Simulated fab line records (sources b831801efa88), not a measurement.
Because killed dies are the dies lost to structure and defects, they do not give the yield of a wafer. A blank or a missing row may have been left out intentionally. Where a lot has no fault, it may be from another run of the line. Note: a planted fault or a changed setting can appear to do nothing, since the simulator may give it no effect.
Matching of chambers :: flow sky130 :: SKY_VIA2_CMP_24 on cmp-01: 4 sister chambers
The step polishes, stops on SiO2, t overpolish 20 s, target thk 0 nm. 14 wafers are shown with their chamber, then 7 later ones without.

== WAFERS, EACH WITH ITS CHAMBER ==
wafer: L612.4
chamber: 0
motor-current-A (A): 10.3
time-to-endpoint-s (s): 98
overpolish-run-s (s): 19.989

wafer: L612.5
chamber: 0
motor-current-A (A): 10.9
time-to-endpoint-s (s): 102
overpolish-run-s (s): 20.010

wafer: L612.6
chamber: 3
motor-current-A (A): 11.6
time-to-endpoint-s (s): 101
overpolish-run-s (s): 20.010

wafer: L619.3
chamber: 2
motor-current-A (A): 9.4
time-to-endpoint-s (s): 106
overpolish-run-s (s): 20.005

wafer: L619.5
chamber: 1
motor-current-A (A): 12.3
time-to-endpoint-s (s): 92
overpolish-run-s (s): 19.999

wafer: L619.6
chamber: 2
motor-current-A (A): 9.7
time-to-endpoint-s (s): 103
overpolish-run-s (s): 20.005

wafer: L622.2
chamber: 0
motor-current-A (A): 10.3
time-to-endpoint-s (s): 100
overpolish-run-s (s): 19.980

wafer: L622.3
chamber: 2
motor-current-A (A): 9.7
time-to-endpoint-s (s): 103
overpolish-run-s (s): 20.000

wafer: L622.5
chamber: 3
motor-current-A (A): 11.6
time-to-endpoint-s (s): 99
overpolish-run-s (s): 19.989

wafer: L628.3
chamber: 1
motor-current-A (A): 12.6
time-to-endpoint-s (s): 94
overpolish-run-s (s): 20.004

wafer: L628.4
chamber: 0
motor-current-A (A): 9.9
time-to-endpoint-s (s): 103
overpolish-run-s (s): 19.992

wafer: L628.5
chamber: 1
motor-current-A (A): 11.8
time-to-endpoint-s (s): 98
overpolish-run-s (s): 19.994

wafer: L632.1
chamber: 0
motor-current-A (A): 10.7
time-to-endpoint-s (s): 100
overpolish-run-s (s): 20.006

wafer: L632.3
chamber: 3
motor-current-A (A): 11.9
time-to-endpoint-s (s): 97
overpolish-run-s (s): 20.001

SIGNATURES (means of the wafers above)
reading: motor-current-A
chamber 0: 10.420
chamber 1: 12.233
chamber 2: 9.600
chamber 3: 11.700
scatter within a chamber: 0.325

reading: time-to-endpoint-s
chamber 0: 100.60
chamber 1: 94.67
chamber 2: 104.00
chamber 3: 99.00
scatter within a chamber: 2.19

reading: overpolish-run-s
chamber 0: 19.99540
chamber 1: 19.99900
chamber 2: 20.00333
chamber 3: 20.00000
scatter within a chamber: 0.00951
Rule: a wafer's distance from a chamber is the root of the sum, over the readings, of the square of ((its reading less the chamber's mean) divided by the reading's scatter). The wafer belongs to the nearest chamber; if the next one is less than 2 further off, it can't be placed. The scatter: the root of (the sum of the squares of (reading less its chamber's mean) over the shown wafers, divided by (wafers less chambers)).

== WAFERS WITH NO CHAMBER GIVEN ==
wafer: L632.5
motor-current-A (A): 9.5
time-to-endpoint-s (s): 102
overpolish-run-s (s): 19.993

wafer: L633.2
motor-current-A (A): 12.1
time-to-endpoint-s (s): 101
overpolish-run-s (s): 20.002

wafer: L633.3
motor-current-A (A): 12.1
time-to-endpoint-s (s): 93
overpolish-run-s (s): 20.022

wafer: L633.5
motor-current-A (A): 12.4
time-to-endpoint-s (s): 106
overpolish-run-s (s): 19.994

wafer: L634.1
motor-current-A (A): 11.9
time-to-endpoint-s (s): 105
overpolish-run-s (s): 20.000

wafer: L634.2
motor-current-A (A): 9.7
time-to-endpoint-s (s): 106
overpolish-run-s (s): 20.013

wafer: L634.4
motor-current-A (A): 10.4
time-to-endpoint-s (s): 106
overpolish-run-s (s): 20.017

== THE CHAMBER EACH PASSED THROUGH ==
wafer: L632.5
from the rows above: can't be placed: 2 or 0
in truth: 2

wafer: L633.2
from the rows above: can't be placed: 3 or 1
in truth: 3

wafer: L633.3
from the rows above: can't be placed: 1 or 3
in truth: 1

wafer: L633.5
from the rows above: can't be placed: 3 or 1
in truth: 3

wafer: L634.1
from the rows above: 3
in truth: 3

wafer: L634.2
from the rows above: 2
in truth: 2

wafer: L634.4
from the rows above: can't be placed: 2 or 0
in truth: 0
Correctly placed: 2 of 7. Not placeable from these rows: 5 (in 5, the candidates include the true chamber). 0 placed wrongly.
